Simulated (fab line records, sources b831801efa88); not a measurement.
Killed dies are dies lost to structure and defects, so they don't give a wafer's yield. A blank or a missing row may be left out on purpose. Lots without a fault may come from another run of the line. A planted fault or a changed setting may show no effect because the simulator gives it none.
A struck lot beside a sound one | flow sky130 | 16 steps out of a route of 708
Sound: wafers L982.3, L982.4, L982.5. Struck: wafer L972.4. (L972.1, L972.5 of the same lot were not struck and are left out.) The cause comes at the end.
At each step with rows: each side's tool, then ch and its chambers, then its first start. Under that, the readings that differ: sound wafers | struck wafers | difference of the means | sigmas: that difference in standard deviations of wafers without a fault.
alike: readings whose means differ by less than 2 such deviations, and words and numbers that are the same on both sides. not compared: withheld readings, readings that some wafer has no value for, bounds like >300 that may hide the same value, and numbers for which the record gives no deviation and whose values overlap.
The two part at a step that has a row with sigmas, a row that says differs or no value, or rows on one side only. Numbers that don't overlap but have no deviation are shown without sigmas and don't part them. A reading that every wafer of one side lacks parts them only if that side has two wafers or more.

first, 8 steps without rows for these wafers: SKY_METAL2_DEHYDRATE_07 (time 60 s); SKY_METAL2_HMDS_08 (prime time 60 s); SKY_METAL2_COAT_09 (resist thk 60 nm); SKY_METAL2_COAT_10 (resist thk 450 nm); SKY_METAL2_SOFTBAKE_11 (time 90 s); SKY_METAL2_EXPOSE_12 (exposes mask MM2, target cd 140 nm); SKY_METAL2_PEB_13; SKY_METAL2_DEVELOP_14 (develop time 60 s).
SKY_METAL2_CD_MEAS_15: target cd 140 nm.
  sound on cd_sem-02, day 40 22:22; struck on cd_sem-02, day 37 16:05
  alike: cd_nm
SKY_METAL2_OVL_MEAS_16:
  sound on overlay-01, day 40 22:28; struck on overlay-02, day 37 16:12
  alike: METAL2_OVL
SKY_METAL2_DESCUM_17: chemistry O2, time 8 s.
  sound on rie_metal-02 ch 0,1, day 40 22:29; struck on rie_metal-02 ch 0, day 37 16:14
  alike: drypump_motor_current_A, oes_product_au
  not compared: rf_hours_counter_h
SKY_METAL2_ETCH_18: etches BARC in N2/H2, stops on SiO2, time 45.9 s, target depth 60 nm.
  sound on rie_metal-02 ch 0,1, day 40 22:32; struck on rie_metal-02 ch 0, day 37 16:16
  reading             | sound             | struck | difference | sigmas
  n2_flow_sccm (sccm) | 100.2 100.9 100.0 | 99.7   | -0.7       | -2
  alike: drypump_motor_current_A, oes_product_au, throttle_valve_pct
  not compared: rf_hours_counter_h
SKY_METAL2_METAL_ETCH_19: etches the open film in Cl2/BCl3, stops on SiO2, target depth 360 nm, time 78 s.
  sound on rie_metal-02 ch 0,1, day 40 22:36; struck on rie_metal-02 ch 0, day 37 16:20
  reading                                       | sound             | struck | difference | sigmas
  model.KrF-thick_of_METAL2_COAT_10.thk_nm (nm) | 154.3 158.7 156.1 | 208.6  | +52.2      |
  model.METAL2.cd_nm (nm)                       | 141.6 145.3 141.7 | 148.2  | +5.3       |
  model.SiO2_of_VIA1_HDPCVD_00.thk_nm (nm)      | 331.3 330.5 330.7 | 332.8  | +2.0       |
  alike: bcl3_flow_sccm, drypump_motor_current_A, oes_product_au, throttle_valve_pct
  not compared: rf_hours_counter_h
SKY_METAL2_STRIP_20: strips in O2/N2.
  sound on plasma_asher-04 ch 0,1, day 40 22:42; struck on plasma_asher-01 ch 0, day 37 16:25
  reading                      | sound             | struck | difference | sigmas
  drypump_motor_current_A (A)  | 4.9 5.4 5.5       | 6.1    | +0.8       | +3
  oes_product_au (a.u.)        | 0.338 0.339 0.342 | 0.365  | +0.025     | +5
  strip_time_to_endpoint_s (s) | 2.65 2.69 2.67    | 3.25   | +0.58      | +19
  alike: n2_flow_sccm, o2_flow_sccm
  not compared: rf_hours_counter_h
then, 1 step without rows for these wafers: SKY_METAL2_STRIP_21 (strips in post etch residue remover, time 1200 s).
-- the record jumps here: 10 days lie between the struck wafers' starts before and after (it left off in module METAL2 and takes up again in module PAD_OPEN, whose first step shown is number 708 of the route) --
SKY_PAD_OPEN_PROBE_99:
  sound on prober-02, day 50 03:20; struck on prober-02, day 47 16:06
  reading                               | sound               | struck                   | difference                   | sigmas
  hold                                  | - - -               | await_dispo/7.2h/release | no value on the sound wafers |
  model.etest.met2.width_nm (nm)        | 138.3 145.3 145     | 151.3                    | +8.4                         |
  model.etest.met2_comb.leak_log10_a_um | -11.99 -12.1 -11.93 | -8.286                   | +3.721                       |
  model.etest.met2.line_ohm_um          | 0.912 0.889 0.8866  | 0.8547                   | -0.0412                      |

WHERE THEY PART
First at SKY_METAL2_ETCH_18; last, within this record, at SKY_PAD_OPEN_PROBE_99.

WHY: what the simulator had put in
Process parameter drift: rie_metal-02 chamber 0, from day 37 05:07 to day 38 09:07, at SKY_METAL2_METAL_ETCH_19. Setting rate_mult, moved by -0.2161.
